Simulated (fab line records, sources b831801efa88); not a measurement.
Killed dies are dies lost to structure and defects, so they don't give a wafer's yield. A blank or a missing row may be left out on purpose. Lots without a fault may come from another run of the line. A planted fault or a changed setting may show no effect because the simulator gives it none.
Which tool did it? | flow sky130 | 15 lots, 45 wafers sampled, at 5 steps of a route of 708

WHAT THE GAUGES READ, wafer by wafer
SKY_POLY_GATE_CD_MEAS_22. Usual: cd_nm 150.2 nm, standard deviation 2.7.
lot  | measured     | on        | cd_nm (nm)        | flag
L838 | day 16 08:41 | cd_sem-02 | 155.8 147.4 150.2 |
L839 | day 16 14:08 | cd_sem-01 | 149.7 155.5 152.4 |
L840 | day 17 00:34 | cd_sem-02 | 150.0 151.3 147.1 |
L841 | day 17 08:28 | cd_sem-02 | 150.3 146.5 143.4 |
L843 | day 18 05:57 | cd_sem-02 | 153.0 151.0 149.5 |
L844 | day 18 16:28 | cd_sem-01 | 150.5 151.3 150.0 |
L845 | day 18 16:30 | cd_sem-02 | 150.3 152.4 152.8 |
L846 | day 19 11:13 | cd_sem-01 | 151.8 152.6 151.7 |
L851 | day 21 13:59 | cd_sem-01 | 152.8 152.8 153.1 |
L852 | day 21 22:37 | cd_sem-02 | 151.9 144.8 150.1 |
L853 | day 22 02:44 | cd_sem-02 | 153.6 152.7 152.1 |
L855 | day 23 02:26 | cd_sem-01 | 150.5 146.0 145.9 |
L858 | day 23 16:13 | cd_sem-01 | 147.6 147.2 148.7 |
L859 | day 23 21:07 | cd_sem-02 | 150.7 148.4 146.5 |
L860 | day 24 00:20 | cd_sem-02 | 151.5 153.7 149.9 |

SKY_LDD_N_TW_MEAS_17. Usual: LDD_N_TW 2586, standard deviation 21.
lot  | measured     | on            | LDD_N_TW       | flag
L838 | day 17 14:52 | film_metro-01 | 2601 2599 2603 |
L839 | day 17 19:52 | film_metro-03 | 2595 2595 2591 |
L840 | day 18 07:13 | film_metro-03 | 2608 2616 2612 |
L841 | day 18 15:13 | film_metro-01 | 2610 2623 2588 |
L843 | day 19 13:07 | film_metro-03 | 2591 2575 2591 |
L844 | day 20 00:28 | film_metro-01 | 2597 2589 2585 |
L845 | day 20 00:11 | film_metro-01 | 2595 2579 2581 |
L846 | day 20 19:13 | film_metro-03 | 2622 2620 2608 |
L851 | day 22 21:46 | film_metro-02 | 2563 2554 2556 |
L852 | day 23 05:58 | film_metro-03 | 2607 2589 2598 |
L853 | day 23 10:33 | film_metro-01 | 2581 2576 2579 |
L855 | day 24 09:32 | film_metro-02 | 2575 2568 2577 |
L858 | day 24 22:57 | film_metro-02 | 2584 2583 2575 |
L859 | day 25 03:52 | film_metro-03 | 2617 2616 2628 |
L860 | day 25 07:10 | film_metro-02 | 2557 2550 2553 |

SKY_LDD_HVN_OVL_MEAS_07. Usual: LDD_HVN_OVL 1.7 nm, standard deviation 1.3.
lot  | measured     | on         | LDD_HVN_OVL (nm) | flag
L838 | day 20 03:10 | overlay-01 | 0.6 2.6 2.0      |
L839 | day 20 08:35 | overlay-01 | 3.3 1.8 0.0      |
L840 | day 20 19:58 | overlay-01 | 0.5 1.4 2.2      |
L841 | day 21 04:37 | overlay-01 | 1.8 -1.2 -0.3    |
L843 | day 22 03:07 | overlay-02 | -0.7 0.6 1.2     |
L844 | day 22 13:35 | overlay-02 | 1.3 1.7 2.8      |
L845 | day 22 12:52 | overlay-01 | 0.8 1.8 1.1      |
L846 | day 23 08:06 | overlay-01 | 2.1 0.1 0.1      |
L851 | day 25 09:30 | overlay-02 | 0.0 0.1 3.1      |
L852 | day 25 16:05 | overlay-02 | 2.7 2.3 2.4      |
L853 | day 25 21:29 | overlay-01 | 0.3 2.9 2.0      |
L855 | day 26 19:34 | overlay-02 | 2.5 3.3 2.0      |
L858 | day 27 07:18 | overlay-02 | 3.2 1.2 0.8      |
L859 | day 27 13:57 | overlay-01 | 3.2 1.9 1.6      |
L860 | day 27 17:16 | overlay-01 | -0.8 1.7 0.4     |

SKY_LDD_LDN_TW_MEAS_13. Usual: LDD_LDN_TW 1483, standard deviation 11.
lot  | measured     | on            | LDD_LDN_TW                    | flag
L838 | day 22 17:29 | film_metro-01 | 1496 1497 1493                |
L839 | day 22 21:44 | film_metro-03 | 1475 1480 1479                |
L840 | day 23 09:59 | film_metro-01 | 1485 1481 1483                |
L841 | day 23 18:53 | film_metro-02 | 1478 1469 1477                |
L843 | day 24 15:55 | film_metro-01 | 1486 1481 1490                |
L844 | day 25 02:52 | film_metro-03 | 1498 1496 1501                |
L845 | day 25 01:47 | film_metro-01 | 1481 1483 1483                |
L846 | day 25 19:52 | film_metro-02 | 1454 1471 1468                |
L851 | day 27 20:36 | film_metro-01 | 1362 1360 1363 1365 1368 1365 | OFF
L852 | day 28 02:22 | film_metro-03 | 1370 1374 1372 1374 1384 1370 | OFF
L853 | day 28 07:40 | film_metro-02 | 1354 1351 1356 1361 1350 1355 | OFF
L855 | day 29 05:35 | film_metro-02 | 1467 1459 1458                |
L858 | day 29 17:01 | film_metro-01 | 1486 1491 1487                |
L859 | day 29 23:27 | film_metro-03 | 1489 1502 1500                |
L860 | day 30 02:22 | film_metro-02 | 1480 1487 1472                |

WHICH TOOL RAN EACH LOT (tool, then ch and the chambers of the sampled wafers, then the start)
lot  | SKY_LDD_LDN_IMPLANT_11
L838 | implanter-02 ch 0, day 22 17:14
L839 | implanter-01 ch 0, day 22 21:31
L840 | implanter-02 ch 0, day 23 09:46
L841 | implanter-02 ch 0, day 23 18:38
L843 | implanter-03 ch 0, day 24 15:42
L844 | implanter-02 ch 0, day 25 02:37
L845 | implanter-02 ch 0, day 25 01:32
L846 | implanter-03 ch 0, day 25 19:37
L851 | implanter-02, day 27 20:21
L852 | implanter-03, day 28 02:07
L853 | implanter-02, day 28 07:25
L855 | implanter-01 ch 0, day 29 05:21
L858 | implanter-03 ch 0, day 29 16:46
L859 | implanter-03 ch 0, day 29 23:12
L860 | implanter-03 ch 0, day 30 02:08
- SKY_LDD_LDN_IMPLANT_11

WHAT THE TOOLS THEMSELVES READ (means of the sampled wafers that have a number; where no wafer has one, the mark that the record gives instead)
SKY_LDD_LDN_IMPLANT_11. Usual: beam_energy_keV 15.000, standard deviation 0.0049; beam_on_s 10.01 s, standard deviation 0.21.
lot  | tool         | beam_energy_keV | beam_on_s (s) | flag
L838 | implanter-02 | 14.999          | 10.16         |
L839 | implanter-01 | 14.998          | 10.01         |
L840 | implanter-02 | 15.004          | 10.17         |
L841 | implanter-02 | 15.006          | 9.96          |
L843 | implanter-03 | 14.998          | 10.01         |
L844 | implanter-02 | 15.005          | 10.09         |
L845 | implanter-02 | 14.999          | 9.86          |
L846 | implanter-03 | 15.001          | 10.05         |
L851 | implanter-02 | -               | -             | OFF
L852 | implanter-03 | -               | -             | OFF
L853 | implanter-02 | -               | -             | OFF
L855 | implanter-01 | 15.003          | 10.03         |
L858 | implanter-03 | 15.000          | 10.04         |
L859 | implanter-03 | 15.000          | 9.73          |
L860 | implanter-03 | 15.001          | 9.93          |

THE ANSWER, worked out from the rows above alone
Rule: a lot is off if the mean of its wafers that have a number lies more than 3 standard deviations from the usual mean. A lot without any number at a reading at which 4 lots or more have one is off too. The other lots that the step has rows for count as sound. The gauges are gone through in route order, then the tools' own readings, and for those a lot's mean is taken as printed above. The first step at which some lot is off is used, and at that step the reading that is off furthest; a lot without a number counts as furthest.
Off: L851, L852, L853, at SKY_LDD_LDN_TW_MEAS_13 (LDD_LDN_TW).
A tool fits if, at a process step before that reading, it ran every lot that is off, and no sound lot after the first of them. The gauges at SKY_LDD_LDN_TW_MEAS_13 aren't tried: what is off there is off at SKY_LDD_LDN_IMPLANT_11 too, on other tools, and a gauge's error can't cause that. None of those tried fits.

WHAT THE SIMULATOR HAD PUT IN
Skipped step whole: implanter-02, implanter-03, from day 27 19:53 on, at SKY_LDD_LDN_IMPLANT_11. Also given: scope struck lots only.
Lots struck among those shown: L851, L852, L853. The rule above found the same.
